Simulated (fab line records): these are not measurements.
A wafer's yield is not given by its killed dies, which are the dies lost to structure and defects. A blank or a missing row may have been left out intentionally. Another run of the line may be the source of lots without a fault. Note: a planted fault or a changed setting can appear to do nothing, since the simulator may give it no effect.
A lot that was struck, set against a sound lot	flow sky130	22 out of 708 route steps
Sound: wafers L450.1, L450.3, L450.6. The struck wafers were L455.1, L455.3, L455.4. The cause comes at the end.
At each step with rows: each side's tool, then ch and its chambers, then its first start. Under that, the readings that differ: sound wafers	struck wafers	difference of the means	sigmas: that difference in standard deviations of wafers without a fault.
alike: readings whose means differ by less than 2 such deviations, and words and numbers that are the same on both sides. not compared: withheld readings, readings that some wafer has no value for, bounds like >300 that may hide the same value, and numbers for which the record gives no deviation and whose values overlap.
The two part at a step that has a row with sigmas, a row that says differs or no value, or rows on one side only. Numbers that don't overlap but have no deviation are shown without sigmas and don't part them. A reading that every wafer of one side lacks parts them only if that side has two wafers or more.

first, 1 step without rows for these wafers: SKY_LOCAL_INTERCONNECT_CLEAN_18 (cleans in O3/DIW).
SKY_CONTACT_CVD_00: deposits Si3N4, target thk 75 nm.
  sound on pecvd-04 ch 0,1, day 31 15:34; struck on pecvd-03 ch 0,2, day 33 03:31
  alike: heater power w, susceptor temp C
SKY_CONTACT_THK_MEAS_01:
  sound on film metro-03, day 31 15:36; struck on film metro-03, day 33 03:33
  alike: CONTACT_CVD_00_THK
then, 1 step without rows for these wafers: SKY_CONTACT_HDPCVD_02 (deposits SiO2, target thk 565 nm, time 94.2 s).
SKY_CONTACT_THK_MEAS_03:
  sound on film metro-02, day 31 15:44; struck on film metro-03, day 33 03:41
  alike: CONTACT_HDPCVD_THK
SKY_CONTACT_CMP_04: polishes SiO2.
  sound on cmp-02 ch 0,2,3, day 31 16:10; struck on cmp-02 ch 1,2,3, day 33 03:44
  alike: edge zone pressure frac, motor current A, time to endpoint s
SKY_CONTACT_BOW_MEAS_05:
  sound on film metro-04, day 31 16:22; struck on film metro-04, day 33 04:02
  alike: CONTACT_BOW
then, 5 steps without rows for these wafers: SKY_CONTACT_DEHYDRATE_06 (time 60 s); SKY_CONTACT_HMDS_07 (prime time 60 s); SKY_CONTACT_COAT_08 (resist thk 60 nm); SKY_CONTACT_COAT_09 (resist thk 450 nm); SKY_CONTACT_SOFTBAKE_10 (time 90 s).
SKY_CONTACT_EXPOSE_11: exposes mask CTM1, target cd 170 nm.
  sound on krf scanner-02 ch 0, day 32 05:50; struck on krf scanner-01 ch 0, day 33 18:35
reading	sound	struck	difference	sigmas
exposure dose mJ cm2	37.82 37.83 37.80	38.62 38.62 38.65	+0.81	+23
  alike: mask, stage vel mm s
after that, 1 step had no rows for these wafers: SKY_CONTACT_PEB_12.
SKY_CONTACT_DEVELOP_13: develop time 60 s.
  sound: litho track-03 ch 0; struck: litho track-04 ch 0
reading	sound	struck	difference	sigmas
model.CONTACT.cd nm (nm)	167.9 169 168.8	172.8 174.4 173.5	+5.0	
SKY_CONTACT_CD_MEAS_14: target cd 170 nm.
  sound on cd sem-02, day 32 21:28; struck on cd sem-01, day 34 07:55
reading	sound	struck	difference	sigmas
cd nm (nm)	168.1 168.8 168.7	173.0 174.1 173.4	+5.0	+3
SKY_CONTACT_OVL_MEAS_15:
  sound on overlay-02, day 32 21:35; struck on overlay-01, day 34 08:02
reading	sound	struck	difference	sigmas
CONTACT_OVL (nm)	0 5 8	-16 -15 -13	-19	-4
SKY_CONTACT_ETCH_16: etches BARC in N2/H2, stops on SiO2, time 45.9 s, target depth 60 nm.
  sound on rie diel-04 ch 1,3, day 32 21:37; struck on rie diel-04 ch 0,1,3, day 34 08:04
  alike: bias w, drypump motor current A, oes product au, throttle valve pct
  not compared: rf hours counter h
SKY_CONTACT_ETCH_17: etches SiO2 in C4F8/O2/Ar, stops on Si3N4, target depth 340 nm.
  sound on rie diel-04 ch 1,3, day 32 21:39; struck on rie diel-04 ch 0,1,3, day 34 08:07
  alike: bias w, oes product au
SKY_CONTACT_ETCH_18: etches Si3N4 in CHF3/O2, stops on TiN, time 39 s, target depth 75 nm.
  sound: rie diel-04 ch 1,3; struck: rie diel-04 ch 0,1,3
reading	sound	struck	difference	sigmas
model.CONTACT.cd nm (nm)	168.9 168.7 168.5	172.5 175.4 174	+5.3	
  alike: bias w, drypump motor current A, oes product au, throttle valve pct
  not compared: rf hours counter h
SKY_CONTACT_STRIP_19: strips in O2/N2.
  sound on plasma asher-03 ch 0,1, day 32 21:44; struck on plasma asher-02 ch 0,1, day 34 08:12
  alike: drypump motor current A, o2 flow sccm, oes product au, strip time to endpoint s
  not compared: rf hours counter h
-- the record jumps here: 14 days lie between the struck wafers' starts before and after (it left off in module CONTACT and takes up again in module PAD_OPEN, whose first step shown is number 708 of the route) --
SKY_PAD_OPEN_PROBE_99:
  rows exist in the record for the struck wafers here (prober-02, day 48 06:32), but not for the sound ones

## WHERE THEY PART
First at SKY_CONTACT_EXPOSE_11; last, within this record, at SKY_PAD_OPEN_PROBE_99.

WHY: what the simulator had put in
Drift in process parameters on krf scanner-01 at SKY_CONTACT_EXPOSE_11, starting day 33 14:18. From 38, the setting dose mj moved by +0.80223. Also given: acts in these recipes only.
